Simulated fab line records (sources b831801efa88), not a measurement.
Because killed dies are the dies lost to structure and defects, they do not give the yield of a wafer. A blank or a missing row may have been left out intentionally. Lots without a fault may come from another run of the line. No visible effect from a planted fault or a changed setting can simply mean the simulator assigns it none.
The tool behind it: which one?	flow gf180mcu	24 lots, 72 wafers sampled, at 6 steps of a route of 602

WHAT THE GAUGES READ, wafer by wafer
GF_SAB_CD_MEAS_09 targets a cd of 420 nm. Usual: cdNm 419.4 nm, standard deviation 2.6.
lot	measured	on	cdNm (nm)	flag
L074	day 15 05:17	cdSem-01	420.6 419.2 419.5	
L075	day 15 10:05	cdSem-01	420.5 420.3 422.7	
L076	day 16 01:30	cdSem-01	417.3 415.2 418.9	
L077	day 16 08:53	cdSem-01	423.8 426.2 423.4	
L079	day 16 20:20	cdSem-01	419.9 421.2 420.4	
L078	day 17 00:21	cdSem-02	417.7 418.0 416.6	
L080	day 17 06:28	cdSem-02	419.6 419.8 421.2	
L081	day 17 15:28	cdSem-02	419.9 418.6 420.4	
L082	day 18 03:48	cdSem-01	422.5 423.5 422.9	
L083	day 18 10:35	cdSem-02	418.4 421.7 422.2	
L084	day 18 18:02	cdSem-02	417.4 417.0 417.4	
L085	day 19 02:58	cdSem-02	421.4 420.2 418.1	
L086	day 19 10:53	cdSem-01	417.5 419.5 416.1	
L087	day 19 18:11	cdSem-01	417.5 418.8 418.1	
L088	day 20 02:44	cdSem-02	416.8 416.5 416.1	
L089	day 20 08:23	cdSem-02	415.9 415.5 415.5	
L090	day 20 19:53	cdSem-01	419.0 418.4 419.9	
L091	day 21 07:08	cdSem-02	421.4 420.8 422.0	
L092	day 21 11:38	cdSem-02	413.5 414.3 415.5	
L093	day 21 17:48	cdSem-02	420.5 424.6 421.9	
L094	day 22 04:41	cdSem-01	421.3 418.8 421.4	
L095	day 22 13:14	cdSem-02	421.2 420.3 420.1	
L096	day 22 19:33	cdSem-01	421.9 419.9 420.9	
L097	day 23 08:41	cdSem-01	418.3 415.6 418.2	

GF_V4_THK_MEAS_03. Usual: V4_CVD_02_THK gives 852 nm (standard deviation 12).
lot	measured	on	V4_CVD_02_THK (nm)	flag
L074	day 23 14:26	filmMetro-02	830 828 844	
L075	day 23 18:56	filmMetro-01	839 865 847	
L076	day 24 13:13	filmMetro-04	860 862 860	
L077	day 24 18:55	filmMetro-01	827 831 841	
L079	day 25 05:34	filmMetro-02	839 833 845	
L078	day 25 09:27	filmMetro-02	847 845 864	
L080	day 25 15:22	filmMetro-01	851 861 866	
L081	day 25 23:27	filmMetro-04	835 838 846	
L082	day 26 11:01	filmMetro-02	846 866 866	
L083	day 26 17:25	filmMetro-01	848 838 865	
L084	day 27 00:00	filmMetro-01	860 852 876	
L085	day 27 06:50	filmMetro-02	826 849 835	
L086	day 27 14:11	filmMetro-04	843 858 863	
L087	day 27 19:14	filmMetro-01	851 868 883	
L088	day 28 00:53	filmMetro-01	841 876 862	
L089	day 28 07:13	filmMetro-04	853 861 867	
L090	day 28 17:30	filmMetro-02	855 849 858	
L091	day 28 23:25	filmMetro-04	844 852 860	
L092	day 29 05:49	filmMetro-02	845 842 856	
L093	day 29 12:40	filmMetro-04	845 861 872	
L094	day 29 16:39	filmMetro-04	840 836 840	
L095	day 30 02:13	filmMetro-04	861 855 864	
L096	day 30 07:18	filmMetro-04	844 854 853	
L097	day 30 16:05	filmMetro-02	840 859 868	

GF_V5_THK_MEAS_03. Usual: V5_CVD_02_THK gives 1440 nm (standard deviation 20).
lot	measured	on	V5_CVD_02_THK (nm)	flag
L074	day 26 10:47	filmMetro-03	1416 1437 1465	
L075	day 26 15:34	filmMetro-04	1398 1435 1440	
L076	day 27 07:01	filmMetro-01	1432 1475 1454	
L077	day 27 12:41	filmMetro-03	1421 1448 1447	
L079	day 27 21:59	filmMetro-04	1438 1409 1435	
L078	day 28 02:06	filmMetro-03	1423 1427 1466	
L080	day 28 08:27	filmMetro-01	1423 1418 1428	
L081	day 28 16:18	filmMetro-04	1463 1415 1461	
L082	day 29 01:56	filmMetro-01	1438 1443 1466	
L083	day 29 07:49	filmMetro-04	1407 1449 1440	
L084	day 29 13:31	filmMetro-04	1424 1428 1460	
L085	day 29 20:16	filmMetro-03	1420 1414 1436	
L086	day 30 03:24	filmMetro-03	1427 1451 1468	
L087	day 30 08:22	filmMetro-03	1418 1428 1463	
L088	day 30 13:00	filmMetro-03	1434 1443 1465	
L089	day 30 18:19	filmMetro-01	1421 1445 1469	
L090	day 31 04:38	filmMetro-01	1426 1404 1447	
L091	day 31 09:17	filmMetro-04	1413 1443 1455	
L092	day 31 17:17	filmMetro-03	1417 1442 1475	
L093	day 31 21:11	filmMetro-04	1412 1475 1448	
L094	day 32 01:49	filmMetro-03	1444 1433 1451	
L095	day 32 10:15	filmMetro-04	1448 1433 1466	
L096	day 32 17:07	filmMetro-01	1447 1437 1466	
L097	day 32 22:34	filmMetro-03	1434 1427 1446	

WHICH TOOL RAN EACH LOT (tool, then ch and the chambers of the sampled wafers, then the start)
lot	GF_M1_SPUTTER_04	GF_MIM_SPUTTER_07	GF_V5_CVD_02
L074	pvdSputter-03, day 16 05:57	pvdSputter-04, day 24 14:53	pecvd-02 ch 1,2, day 26 10:40
L075	pvdSputter-03, day 16 10:50	pvdSputter-03, day 24 19:25	pecvd-02 ch 0,1,2, day 26 15:27
L076	pvdSputter-04, day 17 03:07	pvdSputter-04, day 25 13:09	pecvd-01 ch 0,1,2, day 27 06:56
L077	pvdSputter-04, day 17 10:20	pvdSputter-04, day 25 18:18	pecvd-02 ch 0,1, day 27 12:35
L079	pvdSputter-03, day 17 22:19	pvdSputter-04, day 26 04:53	pecvd-01 ch 0,1,2, day 27 21:53
L078	pvdSputter-03, day 18 02:07	pvdSputter-01, day 26 09:12	pecvd-01 ch 0,1,2, day 28 01:59
L080	pvdSputter-04, day 18 08:56	pvdSputter-04, day 26 15:24	pecvd-02 ch 0,1,2, day 28 08:20
L081	pvdSputter-03, day 18 18:11	pvdSputter-01, day 26 22:39	pecvd-02 ch 0,2, day 28 16:11
L082	pvdSputter-03, day 19 06:55	pvdSputter-04, day 27 09:41	pecvd-04 ch 0,1, day 29 01:49
L083	pvdSputter-03, day 19 14:25	pvdSputter-01, day 27 15:39	pecvd-02 ch 0,1,2, day 29 07:43
L084	pvdSputter-04, day 19 21:55	pvdSputter-01, day 27 22:02	pecvd-01 ch 0,2, day 29 13:23
L085	pvdSputter-03, day 20 06:44	pvdSputter-04, day 28 04:42	pecvd-01 ch 0,2, day 29 20:10
L086	pvdSputter-04, day 20 13:21	pvdSputter-03, day 28 11:59	pecvd-04 ch 0,1,2, day 30 03:17
L087	pvdSputter-01, day 20 21:29	pvdSputter-04, day 28 17:44	pecvd-04 ch 0,1,2, day 30 08:16
L088	pvdSputter-04, day 21 06:19	pvdSputter-01, day 28 22:26	pecvd-02 ch 0,1, day 30 12:53
L089	pvdSputter-01, day 21 12:31	pvdSputter-03, day 29 04:23	pecvd-04 ch 0,1,2, day 30 18:11
L090	pvdSputter-03, day 21 23:07	pvdSputter-03, day 29 14:09	pecvd-04 ch 0,1,2, day 31 04:31
L091	pvdSputter-03, day 22 10:25	pvdSputter-01, day 29 20:26	pecvd-04 ch 1,2, day 31 09:10
L092	pvdSputter-04, day 22 14:41	pvdSputter-03, day 30 03:29	pecvd-01 ch 0,1, day 31 17:07
L093	pvdSputter-01, day 22 20:02	pvdSputter-04, day 30 08:46	pecvd-04 ch 0,1, day 31 21:01
L094	pvdSputter-03, day 23 07:20	pvdSputter-04, day 30 13:35	pecvd-04 ch 1, day 32 01:39
L095	pvdSputter-03, day 23 15:55	pvdSputter-04, day 30 23:00	pecvd-04 ch 0,1,2, day 32 10:08
L096	pvdSputter-03, day 23 22:02	pvdSputter-01, day 31 03:24	pecvd-04 ch 0,2, day 32 17:00
L097	pvdSputter-01, day 24 10:39	pvdSputter-01, day 31 11:43	pecvd-04 ch 0,1, day 32 22:28
- GF_M1_SPUTTER_04: material TiN, target thk 50 nm, time 41.7 s.
- GF_MIM_SPUTTER_07: material TiN, target thk 60 nm, time 50 s.
- GF_V5_CVD_02: deposits SiO2 from TEOS, target thk 1450 nm, time 163.28 s.

WHAT THE TOOLS THEMSELVES READ (means of the sampled wafers that have a number; where no wafer has one, the mark that the record gives instead)
GF_M1_SPUTTER_04. Usual: throttleValvePct 30.4 %, standard deviation 1.1.
lot	tool	throttleValvePct (%)	flag
L074	pvdSputter-03	30.6	
L075	pvdSputter-03	30.5	
L076	pvdSputter-04	30.6	
L077	pvdSputter-04	29.1	
L079	pvdSputter-03	30.9	
L078	pvdSputter-03	31.1	
L080	pvdSputter-04	29.1	
L081	pvdSputter-03	30.3	
L082	pvdSputter-03	30.9	
L083	pvdSputter-03	30.2	
L084	pvdSputter-04	30.4	
L085	pvdSputter-03	30.4	
L086	pvdSputter-04	29.5	
L087	pvdSputter-01	30.1	
L088	pvdSputter-04	30.3	
L089	pvdSputter-01	30.2	
L090	pvdSputter-03	30.3	
L091	pvdSputter-03	30.6	
L092	pvdSputter-04	29.9	
L093	pvdSputter-01	30.9	
L094	pvdSputter-03	30.6	
L095	pvdSputter-03	30.4	
L096	pvdSputter-03	31.2	
L097	pvdSputter-01	30.9	

GF_MIM_SPUTTER_07. Usual: throttleValvePct 30.4 %, standard deviation 1.2.
lot	tool	throttleValvePct (%)	flag
L074	pvdSputter-04	30.9	
L075	pvdSputter-03	30.6	
L076	pvdSputter-04	29.8	
L077	pvdSputter-04	30.4	
L079	pvdSputter-04	31.1	
L078	pvdSputter-01	29.5	
L080	pvdSputter-04	31.0	
L081	pvdSputter-01	30.8	
L082	pvdSputter-04	31.4	
L083	pvdSputter-01	30.2	
L084	pvdSputter-01	30.9	
L085	pvdSputter-04	29.4	
L086	pvdSputter-03	29.9	
L087	pvdSputter-04	30.5	
L088	pvdSputter-01	30.1	
L089	pvdSputter-03	30.8	
L090	pvdSputter-03	30.3	
L091	pvdSputter-01	30.6	
L092	pvdSputter-03	30.5	
L093	pvdSputter-04	30.2	
L094	pvdSputter-04	30.7	
L095	pvdSputter-04	31.0	
L096	pvdSputter-01	30.7	
L097	pvdSputter-01	31.0	

GF_V5_CVD_02. Usual: heaterPowerW 589 W, standard deviation 81.
lot	tool	heaterPowerW (W)	flag
L074	pecvd-02	702	
L075	pecvd-02	556	
L076	pecvd-01	570	
L077	pecvd-02	680	
L079	pecvd-01	645	
L078	pecvd-01	604	
L080	pecvd-02	668	
L081	pecvd-02	590	
L082	pecvd-04	580	
L083	pecvd-02	609	
L084	pecvd-01	564	
L085	pecvd-01	602	
L086	pecvd-04	585	
L087	pecvd-04	528	
L088	pecvd-02	670	
L089	pecvd-04	610	
L090	pecvd-04	558	
L091	pecvd-04	576	
L092	pecvd-01	586	
L093	pecvd-04	545	
L094	pecvd-04	616	
L095	pecvd-04	619	
L096	pecvd-04	475	
L097	pecvd-04	562	

THE ANSWER, worked out from the rows above alone
Rule: a lot counts as off when the mean over its wafers that have a number is more than 3 standard deviations away from the usual mean. Also off: a lot with no number at a reading for which 4 or more lots have one. All remaining lots with rows at the step are treated as sound. First the gauges in route order, then the tools' own readings, where a lot's mean is used as printed above. The first step at which some lot is off is used, and at that step the reading that is off furthest; a lot without a number counts as furthest.
No lot is off at any reading shown: from this, nothing can be told.

WHAT THE SIMULATOR HAD PUT IN
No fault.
